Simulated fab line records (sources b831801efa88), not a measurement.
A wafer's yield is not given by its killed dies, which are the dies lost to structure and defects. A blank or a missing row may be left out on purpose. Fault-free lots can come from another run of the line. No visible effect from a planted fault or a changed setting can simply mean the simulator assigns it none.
fab line records :: flow sky130
[record]
  lots = 6
  wafers = 18
  last_day = 50
route steps=708 shown VIA3@575
lots with no fault: from the same line, run without faults
start_h: hours from the record's opening day to when the first of the lot's shown wafers began :: wait_h: hours elapsed since this lot's preceding step :: " same as the row above :: L1.1+2: a single row standing in for several wafers :: - no value, or no start given :: * or withheld: withheld :: < > ~ a bound
route shown NAME@n: a module of which the file shows steps, and the number in the route of the first :: usual: mean/standard deviation of fault-free wafers :: same: alike in all rows :: chamber/n: place in a boat :: sites: each site's reading :: _std_site: their standard deviation :: _edge_site: inner sites' mean taken away from outer sites' mean :: radius_mm: how far each site lies from the wafer's centre :: mask NAME#n: copy n :: behind: the last tool/chamber to shape the wafer :: hold: cause of the lot's hold/its duration in hours/its outcome :: device: which transistor (n, p or np) failed to switch :: end of line: the tests these same wafers got at the end of their route :: a step without rows: its recipe alone :: killed: dies that structure and defects cost at the first sort, which is not the same as the wafer's yield :: map: the dies of a wafer, with x for killed, . for not killed, _ for no die there
set.NAME: the run value of the setting; set.NAME@STEP: its run value at that earlier step :: model.NAME: the simulator's own value behind a step, which no gauge read
lots seen at some steps along the route; tables by step, rows by wafer
services: from which hour (start_h, from the record's first day; less than 0 if before it) a tool's chamber was out of use, for how many hours, and why
[[steps]]
[step SKY_VIA3_CMP_02]
[recipe]
  material = SiO2
  down_force_psi = 4
  platen_rpm = 60
  pad_velocity_m_s = 0.94248
[usual]
  motor_current_A = 12.9/1.5
lot.wafer: L304.1
tool: cmp-02
chamber: 2
start_h: 896.58
wait_h: 0.1
motor_current_A: 14.9

lot.wafer: L304.4
tool: cmp-02
chamber: 1
start_h: 896.58
wait_h: 0.1
motor_current_A: 13.2

lot.wafer: L304.6
tool: cmp-02
chamber: 2
start_h: 896.58
wait_h: 0.1
motor_current_A: 14.6

lot.wafer: L309.4
tool: cmp-01
chamber: 3
start_h: 937.56
wait_h: 0.1
motor_current_A: 14.8

lot.wafer: L309.3
tool: cmp-01
chamber: 1
start_h: 937.56
wait_h: 0.1
motor_current_A: 11.3

lot.wafer: L309.5
tool: cmp-01
chamber: 2
start_h: 937.56
wait_h: 0.1
motor_current_A: 13.7

lot.wafer: L313.1
tool: cmp-02
chamber: 1
start_h: 963.98
wait_h: 0.2
motor_current_A: 12.3

lot.wafer: L313.2
tool: cmp-02
chamber: 2
start_h: 963.98
wait_h: 0.2
motor_current_A: 13.9

lot.wafer: L313.5
tool: cmp-02
chamber: 2
start_h: 963.98
wait_h: 0.2
motor_current_A: 14.8

lot.wafer: L314.4
tool: cmp-01
chamber: 2
start_h: 978.01
wait_h: 0.0
motor_current_A: 13.4

lot.wafer: L314.3
tool: cmp-01
chamber: 1
start_h: 978.01
wait_h: 0.0
motor_current_A: 10.5

lot.wafer: L314.6
tool: cmp-01
chamber: 2
start_h: 978.01
wait_h: 0.0
motor_current_A: 14.1

lot.wafer: L325.3
tool: cmp-02
chamber: 3
start_h: 1069.09
wait_h: 0.0
motor_current_A: 13.4

lot.wafer: L325.2
tool: cmp-02
chamber: 1
start_h: 1069.09
wait_h: 0.0
motor_current_A: 12.5

lot.wafer: L325.4
tool: cmp-02
chamber: 2
start_h: 1069.09
wait_h: 0.0
motor_current_A: 14.8

lot.wafer: L327.4
tool: cmp-01
chamber: 2
start_h: 1070.31
wait_h: 0.1
motor_current_A: 13.4

lot.wafer: L327.3
tool: cmp-01
chamber: 3
start_h: 1070.31
wait_h: 0.1
motor_current_A: 14.7

lot.wafer: L327.6
tool: cmp-01
chamber: 1
start_h: 1070.31
wait_h: 0.1
motor_current_A: 11.2
[step SKY_VIA3_BOW_MEAS_03]
[recipe]
  mode = bow
[usual]
  VIA3_BOW = 79/7.8
lot.wafer: L304.1
tool: film_metro-04
chamber: -
start_h: 896.88
wait_h: 0.2
VIA3_BOW[um]: 78

lot.wafer: L304.4
tool: film_metro-04
chamber: -
start_h: 896.88
wait_h: 0.2
VIA3_BOW[um]: 76

lot.wafer: L304.6
tool: film_metro-04
chamber: -
start_h: 896.88
wait_h: 0.2
VIA3_BOW[um]: 80

lot.wafer: L309.3
tool: film_metro-04
chamber: -
start_h: 937.85
wait_h: 0.1
VIA3_BOW[um]: 69

lot.wafer: L309.4
tool: film_metro-04
chamber: -
start_h: 937.85
wait_h: 0.1
VIA3_BOW[um]: 71

lot.wafer: L309.5
tool: film_metro-04
chamber: -
start_h: 937.85
wait_h: 0.1
VIA3_BOW[um]: 78

lot.wafer: L313.1
tool: film_metro-02
chamber: -
start_h: 964.28
wait_h: 0.2
VIA3_BOW[um]: 66

lot.wafer: L313.2
tool: film_metro-02
chamber: -
start_h: 964.28
wait_h: 0.2
VIA3_BOW[um]: 70

lot.wafer: L313.5
tool: film_metro-02
chamber: -
start_h: 964.28
wait_h: 0.2
VIA3_BOW[um]: 74

lot.wafer: L314.3
tool: film_metro-03
chamber: -
start_h: 978.35
wait_h: 0.1
VIA3_BOW[um]: 94

lot.wafer: L314.4
tool: film_metro-03
chamber: -
start_h: 978.35
wait_h: 0.1
VIA3_BOW[um]: 75

lot.wafer: L314.6
tool: film_metro-03
chamber: -
start_h: 978.35
wait_h: 0.1
VIA3_BOW[um]: 95

lot.wafer: L325.2
tool: film_metro-02
chamber: -
start_h: 1069.41
wait_h: 0.2
VIA3_BOW[um]: 73

lot.wafer: L325.3
tool: film_metro-02
chamber: -
start_h: 1069.41
wait_h: 0.2
VIA3_BOW[um]: 83

lot.wafer: L325.4
tool: film_metro-02
chamber: -
start_h: 1069.41
wait_h: 0.2
VIA3_BOW[um]: 63

lot.wafer: L327.3
tool: film_metro-04
chamber: -
start_h: 1070.55
wait_h: 0.1
VIA3_BOW[um]: 83

lot.wafer: L327.4
tool: film_metro-04
chamber: -
start_h: 1070.55
wait_h: 0.1
VIA3_BOW[um]: 72

lot.wafer: L327.6
tool: film_metro-04
chamber: -
start_h: 1070.55
wait_h: 0.1
VIA3_BOW[um]: 75
[step SKY_VIA3_DEHYDRATE_04]
[recipe]
  temp_c = 200
  time_s = 60
[step SKY_VIA3_HMDS_05]
[recipe]
  prime_time_s = 60
  prime_temp_c = 120
[step SKY_VIA3_COAT_06]
[recipe]
  resist = BARC
  temp_c = withheld
  time_s = withheld
  spin_rpm = 3000
  resist_thk_nm = 60
[step SKY_VIA3_COAT_07]
[recipe]
  resist = KrF-thick
  spin_rpm = 3000
  resist_thk_nm = 450
[step SKY_VIA3_SOFTBAKE_08]
[recipe]
  temp_c = 100
  time_s = 90
  resist = KrF-thick
[step SKY_VIA3_EXPOSE_09]
[recipe]
  mask_id = VIM3
  na = 0.8
  source_shape = annular
  sigma_inner = 0.55
  sigma_outer = 0.85
  target_cd_nm = 200
  dose_mj = 38
[step SKY_VIA3_PEB_10]
[recipe]
  peb_temp_c = withheld
  peb_time_s = withheld
  resist = KrF-thick
[step SKY_VIA3_DEVELOP_11]
[recipe]
  develop_time_s = 60
  resist = KrF-thick
  dev_temp_c = 21
[step SKY_VIA3_CD_MEAS_12]
[recipe]
  target_cd_nm = 200
[usual]
  cd_nm = 200.1/1.3
lot.wafer: L304.1
tool: cd_sem-02
chamber: -
start_h: 921.78
wait_h: -
cd_nm: 199.1

lot.wafer: L304.4
tool: cd_sem-02
chamber: -
start_h: 921.78
wait_h: -
cd_nm: 200.5

lot.wafer: L304.6
tool: cd_sem-02
chamber: -
start_h: 921.78
wait_h: -
cd_nm: 199.3

lot.wafer: L309.3
tool: cd_sem-02
chamber: -
start_h: 962.22
wait_h: -
cd_nm: 198.2

lot.wafer: L309.4
tool: cd_sem-02
chamber: -
start_h: 962.22
wait_h: -
cd_nm: 197.9

lot.wafer: L309.5
tool: cd_sem-02
chamber: -
start_h: 962.22
wait_h: -
cd_nm: 199.4

lot.wafer: L313.1
tool: cd_sem-02
chamber: -
start_h: 987.33
wait_h: -
cd_nm: 200.6

lot.wafer: L313.2
tool: cd_sem-02
chamber: -
start_h: 987.33
wait_h: -
cd_nm: 199.7

lot.wafer: L313.5
tool: cd_sem-02
chamber: -
start_h: 987.33
wait_h: -
cd_nm: 201.6

lot.wafer: L314.3
tool: cd_sem-01
chamber: -
start_h: 1001.63
wait_h: -
cd_nm: 197.4

lot.wafer: L314.4
tool: cd_sem-01
chamber: -
start_h: 1001.63
wait_h: -
cd_nm: 197.0

lot.wafer: L314.6
tool: cd_sem-01
chamber: -
start_h: 1001.63
wait_h: -
cd_nm: 197.5

lot.wafer: L325.2
tool: cd_sem-02
chamber: -
start_h: 1090.61
wait_h: -
cd_nm: 201.1

lot.wafer: L325.3
tool: cd_sem-02
chamber: -
start_h: 1090.61
wait_h: -
cd_nm: 200.9

lot.wafer: L325.4
tool: cd_sem-02
chamber: -
start_h: 1090.61
wait_h: -
cd_nm: 202.3

lot.wafer: L327.3
tool: cd_sem-01
chamber: -
start_h: 1091.62
wait_h: -
cd_nm: 200.3

lot.wafer: L327.4
tool: cd_sem-01
chamber: -
start_h: 1091.62
wait_h: -
cd_nm: 199.6

lot.wafer: L327.6
tool: cd_sem-01
chamber: -
start_h: 1091.62
wait_h: -
cd_nm: 199.9
[step SKY_VIA3_OVL_MEAS_13]
[usual]
  VIA3_OVL = -1/5.8
lot.wafer: L304.1
tool: overlay-01
chamber: -
start_h: 921.90
wait_h: 0.1
VIA3_OVL[nm]: 0

lot.wafer: L304.4
tool: overlay-01
chamber: -
start_h: 921.90
wait_h: 0.1
VIA3_OVL[nm]: -9

lot.wafer: L304.6
tool: overlay-01
chamber: -
start_h: 921.90
wait_h: 0.1
VIA3_OVL[nm]: -16

lot.wafer: L309.3
tool: overlay-01
chamber: -
start_h: 962.31
wait_h: 0.1
VIA3_OVL[nm]: 9

lot.wafer: L309.4
tool: overlay-01
chamber: -
start_h: 962.31
wait_h: 0.1
VIA3_OVL[nm]: 4

lot.wafer: L309.5
tool: overlay-01
chamber: -
start_h: 962.31
wait_h: 0.1
VIA3_OVL[nm]: 6

lot.wafer: L313.1
tool: overlay-02
chamber: -
start_h: 987.45
wait_h: 0.1
VIA3_OVL[nm]: 8

lot.wafer: L313.2
tool: overlay-02
chamber: -
start_h: 987.45
wait_h: 0.1
VIA3_OVL[nm]: -4

lot.wafer: L313.5
tool: overlay-02
chamber: -
start_h: 987.45
wait_h: 0.1
VIA3_OVL[nm]: -3

lot.wafer: L314.3
tool: overlay-02
chamber: -
start_h: 1001.72
wait_h: 0.1
VIA3_OVL[nm]: 1

lot.wafer: L314.4
tool: overlay-02
chamber: -
start_h: 1001.72
wait_h: 0.1
VIA3_OVL[nm]: -3

lot.wafer: L314.6
tool: overlay-02
chamber: -
start_h: 1001.72
wait_h: 0.1
VIA3_OVL[nm]: -1

lot.wafer: L325.2
tool: overlay-02
chamber: -
start_h: 1090.72
wait_h: 0.1
VIA3_OVL[nm]: -6

lot.wafer: L325.3
tool: overlay-02
chamber: -
start_h: 1090.72
wait_h: 0.1
VIA3_OVL[nm]: -3

lot.wafer: L325.4
tool: overlay-02
chamber: -
start_h: 1090.72
wait_h: 0.1
VIA3_OVL[nm]: 1

lot.wafer: L327.3
tool: overlay-01
chamber: -
start_h: 1091.71
wait_h: 0.1
VIA3_OVL[nm]: 1

lot.wafer: L327.4
tool: overlay-01
chamber: -
start_h: 1091.71
wait_h: 0.1
VIA3_OVL[nm]: 3

lot.wafer: L327.6
tool: overlay-01
chamber: -
start_h: 1091.71
wait_h: 0.1
VIA3_OVL[nm]: 3
[step SKY_VIA3_ETCH_14]
[recipe]
  chemistry = N2/H2
  target = BARC
  ion_energy_ev = 200
  source_w = 500
  bias_w = 100
  pressure_mtorr = 30
  n2_flow_sccm = 100
  h2_flow_sccm = 200
  stop_on = SiO2
  time_s = 45.9
  target_depth_a = 600
[usual]
  drypump_motor_current_A = 6.0/0.49
  oes_product_au = 0.856/0.0051
  throttle_valve_pct = 13.226/0.0098
lot.wafer: L304.1
tool: rie_diel-04
chamber: 1
start_h: 921.94
wait_h: 0.0
drypump_motor_current_A: 5.5
oes_product_au: 0.854
rf_hours_counter_h: 2
throttle_valve_pct: 13.218
model.KrF-thick_of_VIA3_COAT_07.thk_nm: 393.7
model.etch.depth_nm: 59.89

lot.wafer: L304.4
tool: rie_diel-04
chamber: 0
start_h: 921.94
wait_h: 0.0
drypump_motor_current_A: 5.8
oes_product_au: 0.847
rf_hours_counter_h: 6
throttle_valve_pct: 13.233
model.KrF-thick_of_VIA3_COAT_07.thk_nm: 393.4
model.etch.depth_nm: 59.89

lot.wafer: L304.6
tool: rie_diel-04
chamber: 1
start_h: 921.94
wait_h: 0.0
drypump_motor_current_A: 5.5
oes_product_au: 0.857
rf_hours_counter_h: -
throttle_valve_pct: 13.237
model.KrF-thick_of_VIA3_COAT_07.thk_nm: 392.7
model.etch.depth_nm: 59.97

lot.wafer: L309.3
tool: rie_diel-01
chamber: 1
start_h: 962.33
wait_h: 0.0
drypump_motor_current_A: 6.3
oes_product_au: 0.856
rf_hours_counter_h: 19
throttle_valve_pct: 13.231
model.KrF-thick_of_VIA3_COAT_07.thk_nm: 393
model.etch.depth_nm: 60.27

lot.wafer: L309.4
tool: rie_diel-01
chamber: 3
start_h: 962.33
wait_h: 0.0
drypump_motor_current_A: 6.1
oes_product_au: 0.866
rf_hours_counter_h: 16
throttle_valve_pct: 13.237
model.KrF-thick_of_VIA3_COAT_07.thk_nm: 393.9
model.etch.depth_nm: 60.43

lot.wafer: L309.5
tool: rie_diel-01
chamber: 0
start_h: 962.33
wait_h: 0.0
drypump_motor_current_A: 5.7
oes_product_au: 0.853
rf_hours_counter_h: -
throttle_valve_pct: 13.236
model.KrF-thick_of_VIA3_COAT_07.thk_nm: 393
model.etch.depth_nm: 60.24

lot.wafer: L313.1
tool: rie_diel-04
chamber: 1
start_h: 987.49
wait_h: 0.0
drypump_motor_current_A: 5.5
oes_product_au: 0.848
rf_hours_counter_h: 4
throttle_valve_pct: 13.222
model.KrF-thick_of_VIA3_COAT_07.thk_nm: 402.1
model.etch.depth_nm: 59.61

lot.wafer: L313.2
tool: rie_diel-04
chamber: 0
start_h: 987.49
wait_h: 0.0
drypump_motor_current_A: 5.9
oes_product_au: 0.841
rf_hours_counter_h: 8
throttle_valve_pct: 13.234
model.KrF-thick_of_VIA3_COAT_07.thk_nm: 403.6
model.etch.depth_nm: 58.95

lot.wafer: L313.5
tool: rie_diel-04
chamber: 1
start_h: 987.49
wait_h: 0.0
drypump_motor_current_A: 5.5
oes_product_au: 0.846
rf_hours_counter_h: -
throttle_valve_pct: 13.228
model.KrF-thick_of_VIA3_COAT_07.thk_nm: 403.5
model.etch.depth_nm: 59.17

lot.wafer: L314.3
tool: rie_diel-04
chamber: 2
start_h: 1001.75
wait_h: 0.0
drypump_motor_current_A: 6.8
oes_product_au: 0.856
rf_hours_counter_h: 15
throttle_valve_pct: 13.220
model.KrF-thick_of_VIA3_COAT_07.thk_nm: 403.3
model.etch.depth_nm: 59.69

lot.wafer: L314.4
tool: rie_diel-04
chamber: 0
start_h: 1001.75
wait_h: 0.0
drypump_motor_current_A: 5.9
oes_product_au: 0.842
rf_hours_counter_h: 9
throttle_valve_pct: 13.224
model.KrF-thick_of_VIA3_COAT_07.thk_nm: 402.7
model.etch.depth_nm: 59.19

lot.wafer: L314.6
tool: rie_diel-04
chamber: 0
start_h: 1001.75
wait_h: 0.0
drypump_motor_current_A: 5.9
oes_product_au: 0.846
rf_hours_counter_h: -
throttle_valve_pct: 13.229
model.KrF-thick_of_VIA3_COAT_07.thk_nm: 402.5
model.etch.depth_nm: 59.27

lot.wafer: L325.2
tool: rie_diel-04
chamber: 3
start_h: 1090.75
wait_h: 0.0
drypump_motor_current_A: 6.0
oes_product_au: 0.860
rf_hours_counter_h: 17
throttle_valve_pct: 13.221
model.KrF-thick_of_VIA3_COAT_07.thk_nm: 393.8
model.etch.depth_nm: 60.15

lot.wafer: L325.3
tool: rie_diel-04
chamber: 1
start_h: 1090.75
wait_h: 0.0
drypump_motor_current_A: 5.5
oes_product_au: 0.856
rf_hours_counter_h: 8
throttle_valve_pct: 13.246
model.KrF-thick_of_VIA3_COAT_07.thk_nm: 394.7
model.etch.depth_nm: 60.05

lot.wafer: L325.4
tool: rie_diel-04
chamber: 0
start_h: 1090.75
wait_h: 0.0
drypump_motor_current_A: 5.8
oes_product_au: 0.855
rf_hours_counter_h: 12
throttle_valve_pct: 13.223
model.KrF-thick_of_VIA3_COAT_07.thk_nm: 396
model.etch.depth_nm: 60.26

lot.wafer: L327.3
tool: rie_diel-04
chamber: 2
start_h: 1091.74
wait_h: 0.0
drypump_motor_current_A: 6.9
oes_product_au: 0.848
rf_hours_counter_h: 18
throttle_valve_pct: 13.229
model.KrF-thick_of_VIA3_COAT_07.thk_nm: 392.7
model.etch.depth_nm: 59.85

lot.wafer: L327.4
tool: rie_diel-04
chamber: 3
start_h: 1091.74
wait_h: 0.0
drypump_motor_current_A: 6.0
oes_product_au: 0.850
rf_hours_counter_h: 17
throttle_valve_pct: 13.225
model.KrF-thick_of_VIA3_COAT_07.thk_nm: 392
model.etch.depth_nm: 59.77

lot.wafer: L327.6
tool: rie_diel-04
chamber: 3
start_h: 1091.74
wait_h: 0.0
drypump_motor_current_A: 6.0
oes_product_au: 0.851
rf_hours_counter_h: -
throttle_valve_pct: 13.224
model.KrF-thick_of_VIA3_COAT_07.thk_nm: 392.1
model.etch.depth_nm: 59.74
[step SKY_VIA3_ETCH_15]
[recipe]
  target = SiO2
  chemistry = C4F8/O2/Ar
  target_depth_nm = 507
  stop_on = TiN
  mask_material = KrF-thick
  source_w = 1500
  bias_w = 1200
  pressure_mtorr = 40
  c4f8_flow_sccm = withheld
  O2_flow_sccm = 6
  Ar_flow_sccm = 300
  time_s = 78
[usual]
  oes_product_au = 0.945/0.0051
lot.wafer: L304.1
tool: rie_diel-04
chamber: 1
start_h: 921.98
wait_h: 0.0
oes_product_au: 0.948
rf_hours_counter_h: 2
model.KrF-thick_of_VIA3_COAT_07.thk_nm: 293.2

lot.wafer: L304.4
tool: rie_diel-04
chamber: 0
start_h: 921.98
wait_h: 0.0
oes_product_au: 0.944
rf_hours_counter_h: 6
model.KrF-thick_of_VIA3_COAT_07.thk_nm: 293.6

lot.wafer: L304.6
tool: rie_diel-04
chamber: 1
start_h: 921.98
wait_h: 0.0
oes_product_au: 0.951
rf_hours_counter_h: -
model.KrF-thick_of_VIA3_COAT_07.thk_nm: 292.5

lot.wafer: L309.3
tool: rie_diel-01
chamber: 1
start_h: 962.37
wait_h: 0.0
oes_product_au: 0.939
rf_hours_counter_h: 19
model.KrF-thick_of_VIA3_COAT_07.thk_nm: 291.5

lot.wafer: L309.4
tool: rie_diel-01
chamber: 3
start_h: 962.37
wait_h: 0.0
oes_product_au: 0.945
rf_hours_counter_h: 16
model.KrF-thick_of_VIA3_COAT_07.thk_nm: 291.3

lot.wafer: L309.5
tool: rie_diel-01
chamber: 0
start_h: 962.37
wait_h: 0.0
oes_product_au: 0.941
rf_hours_counter_h: -
model.KrF-thick_of_VIA3_COAT_07.thk_nm: 291.2

lot.wafer: L313.1
tool: rie_diel-04
chamber: 1
start_h: 987.53
wait_h: 0.0
oes_product_au: 0.575
rf_hours_counter_h: 4
model.KrF-thick_of_VIA3_COAT_07.thk_nm: 301.2

lot.wafer: L313.2
tool: rie_diel-04
chamber: 0
start_h: 987.53
wait_h: 0.0
oes_product_au: 0.496
rf_hours_counter_h: 8
model.KrF-thick_of_VIA3_COAT_07.thk_nm: 303.4

lot.wafer: L313.5
tool: rie_diel-04
chamber: 1
start_h: 987.53
wait_h: 0.0
oes_product_au: 0.526
rf_hours_counter_h: -
model.KrF-thick_of_VIA3_COAT_07.thk_nm: 302

lot.wafer: L314.3
tool: rie_diel-04
chamber: 2
start_h: 1001.79
wait_h: 0.0
oes_product_au: 0.636
rf_hours_counter_h: 15
model.KrF-thick_of_VIA3_COAT_07.thk_nm: 302.3

lot.wafer: L314.4
tool: rie_diel-04
chamber: 0
start_h: 1001.79
wait_h: 0.0
oes_product_au: 0.552
rf_hours_counter_h: 9
model.KrF-thick_of_VIA3_COAT_07.thk_nm: 303.3

lot.wafer: L314.6
tool: rie_diel-04
chamber: 0
start_h: 1001.79
wait_h: 0.0
oes_product_au: 0.549
rf_hours_counter_h: -
model.KrF-thick_of_VIA3_COAT_07.thk_nm: 303.6

lot.wafer: L325.2
tool: rie_diel-04
chamber: 3
start_h: 1090.79
wait_h: 0.0
oes_product_au: 0.940
rf_hours_counter_h: 17
model.KrF-thick_of_VIA3_COAT_07.thk_nm: 293.2

lot.wafer: L325.3
tool: rie_diel-04
chamber: 1
start_h: 1090.79
wait_h: 0.0
oes_product_au: 0.939
rf_hours_counter_h: 8
model.KrF-thick_of_VIA3_COAT_07.thk_nm: 294.2

lot.wafer: L325.4
tool: rie_diel-04
chamber: 0
start_h: 1090.79
wait_h: 0.0
oes_product_au: 0.944
rf_hours_counter_h: 12
model.KrF-thick_of_VIA3_COAT_07.thk_nm: 296.6

lot.wafer: L327.3
tool: rie_diel-04
chamber: 2
start_h: 1091.78
wait_h: 0.0
oes_product_au: 0.943
rf_hours_counter_h: 18
model.KrF-thick_of_VIA3_COAT_07.thk_nm: 293.4

lot.wafer: L327.4
tool: rie_diel-04
chamber: 3
start_h: 1091.78
wait_h: 0.0
oes_product_au: 0.946
rf_hours_counter_h: 17
model.KrF-thick_of_VIA3_COAT_07.thk_nm: 292

lot.wafer: L327.6
tool: rie_diel-04
chamber: 3
start_h: 1091.78
wait_h: 0.0
oes_product_au: 0.946
rf_hours_counter_h: -
model.KrF-thick_of_VIA3_COAT_07.thk_nm: 292
[step SKY_VIA3_STRIP_16]
[recipe]
  chemistry = O2/N2
  power_w = 1400
  pressure_mtorr = 1500
  platen_temp_c = withheld
  o2_flow_sccm = 3000
  n2_flow_sccm = 300
  overash_fraction = 0.5
[usual]
  drypump_motor_current_A = 6.0/0.37
  oes_product_au = 0.402/0.0046
  strip_time_to_endpoint_s = 4.142/0.022
[same]
  overash_fraction = 0.5
lot.wafer: L304.1
tool: plasma_asher-04
chamber: 0
start_h: 922.04
wait_h: 0.0
drypump_motor_current_A: 6.3
oes_product_au: 0.400
rf_hours_counter_h: 48
strip_time_to_endpoint_s: 4.157

lot.wafer: L304.4
tool: plasma_asher-04
chamber: 1
start_h: 922.04
wait_h: 0.0
drypump_motor_current_A: 6.2
oes_product_au: 0.401
rf_hours_counter_h: -
strip_time_to_endpoint_s: 4.154

lot.wafer: L304.6
tool: plasma_asher-04
chamber: 1
start_h: 922.04
wait_h: 0.0
drypump_motor_current_A: 6.2
oes_product_au: 0.400
rf_hours_counter_h: -
strip_time_to_endpoint_s: 4.142

lot.wafer: L309.3
tool: plasma_asher-03
chamber: 1
start_h: 962.47
wait_h: 0.1
drypump_motor_current_A: 5.9
oes_product_au: 0.396
rf_hours_counter_h: -
strip_time_to_endpoint_s: 4.137

lot.wafer: L309.4
tool: plasma_asher-03
chamber: 0
start_h: 962.47
wait_h: 0.1
drypump_motor_current_A: 6.5
oes_product_au: 0.394
rf_hours_counter_h: -
strip_time_to_endpoint_s: 4.128

lot.wafer: L309.5
tool: plasma_asher-03
chamber: 0
start_h: 962.47
wait_h: 0.1
drypump_motor_current_A: 6.5
oes_product_au: 0.400
rf_hours_counter_h: -
strip_time_to_endpoint_s: 4.141

lot.wafer: L313.1
tool: plasma_asher-04
chamber: 1
start_h: 987.59
wait_h: 0.0
drypump_motor_current_A: 6.2
oes_product_au: 0.401
rf_hours_counter_h: 55
strip_time_to_endpoint_s: 4.252

lot.wafer: L313.2
tool: plasma_asher-04
chamber: 0
start_h: 987.59
wait_h: 0.0
drypump_motor_current_A: 6.2
oes_product_au: 0.411
rf_hours_counter_h: 55
strip_time_to_endpoint_s: 4.258

lot.wafer: L313.5
tool: plasma_asher-04
chamber: 0
start_h: 987.59
wait_h: 0.0
drypump_motor_current_A: 6.3
oes_product_au: 0.409
rf_hours_counter_h: -
strip_time_to_endpoint_s: 4.239

lot.wafer: L314.3
tool: plasma_asher-03
chamber: 0
start_h: 1001.88
wait_h: 0.1
drypump_motor_current_A: 6.5
oes_product_au: 0.409
rf_hours_counter_h: -
strip_time_to_endpoint_s: 4.254

lot.wafer: L314.4
tool: plasma_asher-03
chamber: 1
start_h: 1001.88
wait_h: 0.1
drypump_motor_current_A: 5.9
oes_product_au: 0.415
rf_hours_counter_h: -
strip_time_to_endpoint_s: 4.258

lot.wafer: L314.6
tool: plasma_asher-03
chamber: 1
start_h: 1001.88
wait_h: 0.1
drypump_motor_current_A: 5.9
oes_product_au: 0.398
rf_hours_counter_h: -
strip_time_to_endpoint_s: 4.282

lot.wafer: L325.2
tool: plasma_asher-01
chamber: 0
start_h: 1090.85
wait_h: 0.0
drypump_motor_current_A: 5.4
oes_product_au: 0.408
rf_hours_counter_h: 33
strip_time_to_endpoint_s: 4.141

lot.wafer: L325.3
tool: plasma_asher-01
chamber: 1
start_h: 1090.85
wait_h: 0.0
drypump_motor_current_A: 5.9
oes_product_au: 0.402
rf_hours_counter_h: -
strip_time_to_endpoint_s: 4.166

lot.wafer: L325.4
tool: plasma_asher-01
chamber: 0
start_h: 1090.85
wait_h: 0.0
drypump_motor_current_A: 5.4
oes_product_au: 0.402
rf_hours_counter_h: -
strip_time_to_endpoint_s: 4.202

lot.wafer: L327.3
tool: plasma_asher-03
chamber: 1
start_h: 1091.87
wait_h: 0.1
drypump_motor_current_A: 6.0
oes_product_au: 0.406
rf_hours_counter_h: -
strip_time_to_endpoint_s: 4.157

lot.wafer: L327.4
tool: plasma_asher-03
chamber: 0
start_h: 1091.87
wait_h: 0.1
drypump_motor_current_A: 6.5
oes_product_au: 0.399
rf_hours_counter_h: -
strip_time_to_endpoint_s: 4.130

lot.wafer: L327.6
tool: plasma_asher-03
chamber: 0
start_h: 1091.87
wait_h: 0.1
drypump_motor_current_A: 6.5
oes_product_au: 0.395
rf_hours_counter_h: -
strip_time_to_endpoint_s: 4.114
[step SKY_VIA3_STRIP_17]
[recipe]
  chemistry = post_etch_residue_remover
  time_s = 1200
  temp_c = 72.5
[[services]]
tool: rie_diel-01
chamber: 3
start_h: 881.20
hours: 2.9
kind: repair

tool: plasma_asher-01
chamber: -
start_h: 887.01
hours: 5.1
kind: repair

tool: cmp-01
chamber: -
start_h: 903.06
hours: 1.9
kind: repair

tool: rie_diel-04
chamber: 0
start_h: 906.36
hours: 2.4
kind: repair

tool: cmp-02
chamber: -
start_h: 909.36
hours: 3.7
kind: repair

tool: cmp-01
chamber: -
start_h: 918.48
hours: 4.0
kind: pm

tool: cmp-02
chamber: -
start_h: 944.08
hours: 5.3
kind: pm

tool: cmp-01
chamber: -
start_h: 951.34
hours: 1.1
kind: repair

tool: cmp-01
chamber: -
start_h: 951.41
hours: 1.3
kind: repair

tool: rie_diel-01
chamber: 0
start_h: 953.63
hours: 3.6
kind: repair

tool: plasma_asher-03
chamber: -
start_h: 962.74
hours: 0.6
kind: repair

tool: rie_diel-04
chamber: 3
start_h: 966.61
hours: 9.7
kind: repair

tool: rie_diel-04
chamber: 2
start_h: 979.52
hours: 9.5
kind: repair

tool: plasma_asher-03
chamber: -
start_h: 986.19
hours: 2.8
kind: pm

tool: plasma_asher-04
chamber: -
start_h: 1007.02
hours: 12.2
kind: pm

tool: cmp-02
chamber: -
start_h: 1012.77
hours: 1.6
kind: repair

tool: cmp-02
chamber: -
start_h: 1042.36
hours: 1.5
kind: repair

tool: plasma_asher-03
chamber: -
start_h: 1045.14
hours: 2.0
kind: repair

tool: plasma_asher-03
chamber: -
start_h: 1055.25
hours: 9.0
kind: pm

tool: rie_diel-04
chamber: 3
start_h: 1065.48
hours: 12.2
kind: repair

tool: rie_diel-01
chamber: 3
start_h: 1066.40
hours: 14.3
kind: repair

tool: rie_diel-04
chamber: 0
start_h: 1068.33
hours: 2.3
kind: repair

tool: cmp-02
chamber: -
start_h: 1084.00
hours: 4.0
kind: pm

tool: rie_diel-01
chamber: 0
start_h: 1085.67
hours: 3.6
kind: repair
[[key]]
[first_sign]
  step = SKY_VIA3_ETCH_14
  reading = oes_product_au
  direction = down
  sigmas = 1.8
  usual = 0.856
  struck = 0.846
  wafers_moved = 4
[effect]
  step = SKY_VIA3_ETCH_15
  reading = oes_product_au
  direction = down
  sigmas = 77
  usual = 0.945
  struck = 0.556
[effect]
  step = SKY_VIA3_STRIP_16
  reading = strip_time_to_endpoint_s
  direction = up
  sigmas = 5.3
  usual = *
  struck = *
[model_effect]
  step = SKY_VIA3_ETCH_14
  value = KrF-thick_of_VIA3_COAT_07.thk_nm
  without = 393.2
  struck = 403
[model_effect]
  step = SKY_VIA3_ETCH_15
  value = KrF-thick_of_VIA3_COAT_07.thk_nm
  without = 292.9
  struck = 302.6
met_at SKY_VIA3_ETCH_14
struck_wafers L313.1,L313.2,L313.5,L314.3,L314.4,L314.6
later_rows_left_out L313.1,L313.2,L313.5,L314.4,L314.6
sort_left_out L313.1,L313.2,L313.5,L314.3,L314.4,L314.6
onset_between 921.94 987.49
[fault]
  kind = process_parameter_drift
  tool = rie_diel-04
  chamber = -
  onset_h = 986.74
  steps = SKY_VIA3_ETCH_14
  channel = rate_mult
  offset = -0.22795
  shape = step
  end_h = 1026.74
// sort_left_out: the simulated sort isn't trusted on such a fault, so these wafers' sort isn't shown, and their yield isn't known
// later_rows_left_out: the simulator's readings of these wafers behind a module that went badly wrong aren't trusted and aren't shown, but for the sort
